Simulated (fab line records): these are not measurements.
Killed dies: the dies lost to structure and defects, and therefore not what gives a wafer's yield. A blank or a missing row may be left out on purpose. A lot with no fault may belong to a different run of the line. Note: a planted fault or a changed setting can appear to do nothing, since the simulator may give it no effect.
fab line records | flow sky130
record: lots: 14 wafers: 42 lastDay: 50
route steps=708 shown GATE_OXIDE@197 LDD_N@254 LDD_P@263 LDD_HVN@271
lots that met no fault: taken from a fault-free run of the same line
startH: the number of hours between the record's first day and the start of the first shown wafer of the lot | waitH: how many hours have passed since the lot's step before this one | " as in the row above | L1.1+2: one row covering several wafers at once | - no value present, or no start provided | * or withheld: withheld | < > ~ a bound
route shown NAME@n: NAME is a module with steps in the file, n the number in the route of the first one | usual: the fault-free wafers' mean and standard deviation | same: alike in all rows | chamber/n: place in a boat | sites: readings site by site | _std_site: standard deviation across them | _edge_site: inner sites' mean taken away from outer sites' mean | radiusMm: for every site, how far away it sits from the centre of the wafer | mask NAME#n: copy n | behind: the most recent tool/chamber to have shaped the wafer | hold: the reason the lot was held/the length of the hold in hours/how it ended | device: names the non-switching transistor (n, p or np) | end of line: tests of these same wafers at the route's end | a step with no rows: only its recipe | killed: the dies lost at the first sort to structure and to defects; this is not the yield of the wafer | map: the dies of a wafer, with x for killed, . for not killed, _ for no die there
set.NAME: the run value of the setting; set.NAME@STEP: its run value at that earlier step | model.NAME: the simulator's own value behind a step, which no gauge read
a sample of lots followed through the steps of the route, with each step as a table and each wafer as a row
services: a tool's chamber out of use, with start hour (startH, from the record's first day; less than 0 if before it), hours out, and reason
== steps ==
step: SKY_GATE_OXIDE_OVL_MEAS_10
usual: GATE_OXIDE_OVL: 0.8/1.4
columns lot.wafer tool chamber startH waitH GATE_OXIDE_OVL[nm]
L512.1 overlay-02 - 307.95 0.1 1.0
L512.3 " - " " 0.3
L512.4 " - " " 1.7
L513.1 overlay-02 - 310.30 0.1 1.8
L513.4 " - " " 1.1
L513.6 " - " " 1.3
L515.1 overlay-02 - 325.70 0.1 1.0
L515.5 " - " " 1.0
L515.6 " - " " 2.2
L516.2 overlay-01 - 330.60 0.1 -0.1
L516.3 " - " " -0.3
L516.4 " - " " -0.3
L517.2 overlay-01 - 351.27 0.1 0.8
L517.3 " - " " 0.5
L517.5 " - " " 1.8
L518.2 overlay-01 - 361.50 0.1 0.1
L518.4 " - " " -2.1
L518.5 " - " " -0.2
L521.3 overlay-01 - 386.86 0.1 -1.5
L521.4 " - " " -0.4
L521.5 " - " " -1.8
L522.1 overlay-02 - 392.00 0.1 1.5
L522.4 " - " " 2.5
L522.5 " - " " 2.3
L524.1 overlay-02 - 411.21 0.1 1.0
L524.4 " - " " 1.6
L524.5 " - " " 0.2
L525.2 overlay-02 - 422.15 0.1 2.3
L525.4 " - " " 2.5
L525.6 " - " " 2.8
L526.3 overlay-02 - 425.17 0.1 1.2
L526.4 " - " " 2.3
L526.6 " - " " 2.6
L527.1 overlay-02 - 445.21 0.1 -0.2
L527.3 " - " " 0.0
L527.5 " - " " 0.7
L532.1 overlay-02 - 484.75 0.1 1.8
L532.3 " - " " 1.6
L532.4 " - " " 1.4
L535.1 overlay-02 - 518.61 0.1 -0.7
L535.2 " - " " 0.3
L535.3 " - " " 0.6
step: SKY_LDD_N_TW_MEAS_17
usual: LDD_N_TW: 2597/17
columns lot.wafer tool chamber startH waitH LDD_N_TW
L512.1 filmMetro-03 - 401.00 0.1 2615
L512.3 " - " " 2604
L512.4 " - " " 2612
L513.1 filmMetro-02 - 405.03 0.1 2584
L513.4 " - " " 2593
L513.6 " - " " 2602
L515.1 filmMetro-01 - 428.14 0.1 2590
L515.5 " - " " 2583
L515.6 " - " " 2596
L516.2 filmMetro-03 - 430.16 0.1 2631
L516.3 " - " " 2630
L516.4 " - " " 2607
L517.2 filmMetro-03 - 449.79 0.1 2603
L517.3 " - " " 2598
L517.5 " - " " 2601
L518.2 filmMetro-02 - 461.31 0.1 2592
L518.4 " - " " 2601
L518.5 " - " " 2611
L521.3 filmMetro-02 - 489.37 0.1 2612
L521.4 " - " " 2607
L521.5 " - " " 2622
L522.1 filmMetro-03 - 493.00 0.1 2606
L522.4 " - " " 2625
L522.5 " - " " 2625
L524.1 filmMetro-02 - 510.28 0.1 2630
L524.4 " - " " 2634
L524.5 " - " " 2641
L525.2 filmMetro-03 - 526.84 0.1 2582
L525.4 " - " " 2578
L525.6 " - " " 2578
L526.3 filmMetro-03 - 527.12 0.1 2575
L526.4 " - " " 2585
L526.6 " - " " 2583
L527.1 filmMetro-01 - 549.35 0.1 2599
L527.3 " - " " 2584
L527.5 " - " " 2587
L532.1 filmMetro-03 - 584.30 0.1 2574
L532.3 " - " " 2573
L532.4 " - " " 2579
L535.1 filmMetro-03 - 614.90 0.1 2610
L535.2 " - " " 2611
L535.3 " - " " 2596
step: SKY_LDD_P_OVL_MEAS_08
usual: LDD_P_OVL: 1.3/1.5
columns lot.wafer tool chamber startH waitH LDD_P_OVL[nm]
L512.1 overlay-01 - 431.23 0.1 -0.1
L512.3 " - " " 1.5
L512.4 " - " " 0.3
L513.1 overlay-01 - 435.42 0.1 2.2
L513.4 " - " " 0.0
L513.6 " - " " 1.6
L515.1 overlay-01 - 458.87 0.1 -1.6
L515.5 " - " " -1.6
L515.6 " - " " -0.2
L516.2 overlay-02 - 460.72 0.1 0.6
L516.3 " - " " 1.8
L516.4 " - " " 1.3
L517.2 overlay-02 - 480.12 0.1 4.6
L517.3 " - " " 3.6
L517.5 " - " " 4.2
L518.2 overlay-01 - 491.42 0.1 2.5
L518.4 " - " " 0.9
L518.5 " - " " 1.2
L521.3 overlay-01 - 520.08 0.1 1.2
L521.4 " - " " 1.2
L521.5 " - " " 2.5
L522.1 overlay-01 - 522.88 0.1 3.2
L522.4 " - " " 1.1
L522.5 " - " " 1.8
L524.1 overlay-01 - 540.88 0.1 -0.6
L524.4 " - " " -1.3
L524.5 " - " " 0.5
L525.2 overlay-02 - 556.57 0.1 3.0
L525.4 " - " " 1.3
L525.6 " - " " 2.3
L526.3 overlay-02 - 557.18 0.1 3.5
L526.4 " - " " 1.2
L526.6 " - " " 0.9
L527.1 overlay-02 - 578.87 0.1 0.9
L527.3 " - " " 0.9
L527.5 " - " " 0.8
L532.1 overlay-02 - 613.98 0.1 0.7
L532.3 " - " " 0.3
L532.4 " - " " -0.3
L535.1 overlay-01 - 644.03 0.1 -0.6
L535.2 " - " " -1.6
L535.3 " - " " -0.8
step: SKY_LDD_HVN_EXPOSE_04
recipe: maskId: HVNTM na: 0.6 sourceShape: conventional sigmaOuter: 0.6 polarization: unpolarized targetCdNm: 700 doseMj: 127
usual: exposureDoseMJCm2: 127.00/0.13
same: sigmaOuter: 0.6
columns lot.wafer tool chamber startH waitH mask exposureDoseMJCm2
L512.1 ilineStepper-02 0 447.60 - HVNTM#0 127.12
L512.3 " 0 " " HVNTM#0 127.10
L512.4 " 0 " " HVNTM#0 126.77
L513.1 ilineStepper-01 0 451.79 - HVNTM#0 126.93
L513.4 " 0 " " HVNTM#0 126.94
L513.6 " 0 " " HVNTM#0 127.00
L515.1 ilineStepper-02 0 474.35 - HVNTM#0 127.28
L515.5 " 0 " " HVNTM#0 127.06
L515.6 " 0 " " HVNTM#0 127.22
L516.2 ilineStepper-02 0 475.43 - HVNTM#0 126.95
L516.3 " 0 " " HVNTM#0 126.92
L516.4 " 0 " " HVNTM#0 127.02
L517.2 ilineStepper-01 0 495.36 - HVNTM#0 127.16
L517.3 " 0 " " HVNTM#0 126.95
L517.5 " 0 " " HVNTM#0 127.00
L518.2 ilineStepper-02 0 507.29 - HVNTM#0 126.95
L518.4 " 0 " " HVNTM#0 126.98
L518.5 " 0 " " HVNTM#0 127.15
L521.3 ilineStepper-01 0 535.48 - HVNTM#0 127.14
L521.4 " 0 " " HVNTM#0 127.07
L521.5 " 0 " " HVNTM#0 127.27
L522.1 ilineStepper-02 0 538.24 - HVNTM#0 126.98
L522.4 " 0 " " HVNTM#0 126.84
L522.5 " 0 " " HVNTM#0 126.93
L524.1 ilineStepper-01 0 555.94 - HVNTM#0 126.99
L524.4 " 0 " " HVNTM#0 127.06
L524.5 " 0 " " HVNTM#0 126.86
L525.2 ilineStepper-02 0 571.51 - HVNTM#0 126.94
L525.4 " 0 " " HVNTM#0 127.14
L525.6 " 0 " " HVNTM#0 127.08
L526.3 ilineStepper-02 0 572.30 - HVNTM#0 129.80
L526.4 " 0 " " HVNTM#0 129.73
L526.6 " 0 " " HVNTM#0 129.87
L527.1 ilineStepper-02 0 593.09 - HVNTM#0 129.82
L527.3 " 0 " " HVNTM#0 129.85
L527.5 " 0 " " HVNTM#0 129.84
L532.1 ilineStepper-01 0 628.09 - HVNTM#0 127.11
L532.3 " 0 " " HVNTM#0 126.81
L532.4 " 0 " " HVNTM#0 127.23
L535.1 ilineStepper-01 0 658.16 - HVNTM#0 126.95
L535.2 " 0 " " HVNTM#0 126.79
L535.3 " 0 " " HVNTM#0 127.16
== services ==
columns tool chamber startH hours kind
ilineStepper-02 - 471.54 1.7 pm
ilineStepper-01 - 473.47 6.1 repair
ilineStepper-01 - 526.00 8.4 repair
ilineStepper-01 - 531.08 3.3 repair
ilineStepper-01 - 616.08 1.7 pm
ilineStepper-02 - 624.33 5.2 repair
== key ==
firstSign: step: SKY_LDD_HVN_EXPOSE_04 reading: exposureDoseMJCm2 direction: up sigmas: 22 usual: * struck: *
effect none on later readings
metAt SKY_LDD_HVN_EXPOSE_04
struckLots L526,L527
sortLeftOut L526.3,L526.4,L526.6
testerLeftOut L526,L527
notActingAt SKY_GATE_OXIDE_OVL_MEAS_10,SKY_LDD_N_TW_MEAS_17,SKY_LDD_P_OVL_MEAS_08
onsetBetween 571.51 572.30
fault: kind: processParameterDrift tool: ilineStepper-02 chamber: - onsetH: 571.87 steps: SKY_LDD_HVN_EXPOSE_04 channel: doseMj offset: 2.8169 shape: step actsIn: theseRecipesOnly stated: 127
testerLeftOut: of these lots the tester's yield and bins aren't shown, on N5 and GAA mostly nor the transistor test; their killed dies are dies lost to structure and defects alone, not to doping, threshold or leakage, so they don't give the yield
sortLeftOut: the simulated sort isn't trusted on such a fault, so these wafers' sort isn't shown, and their yield isn't known
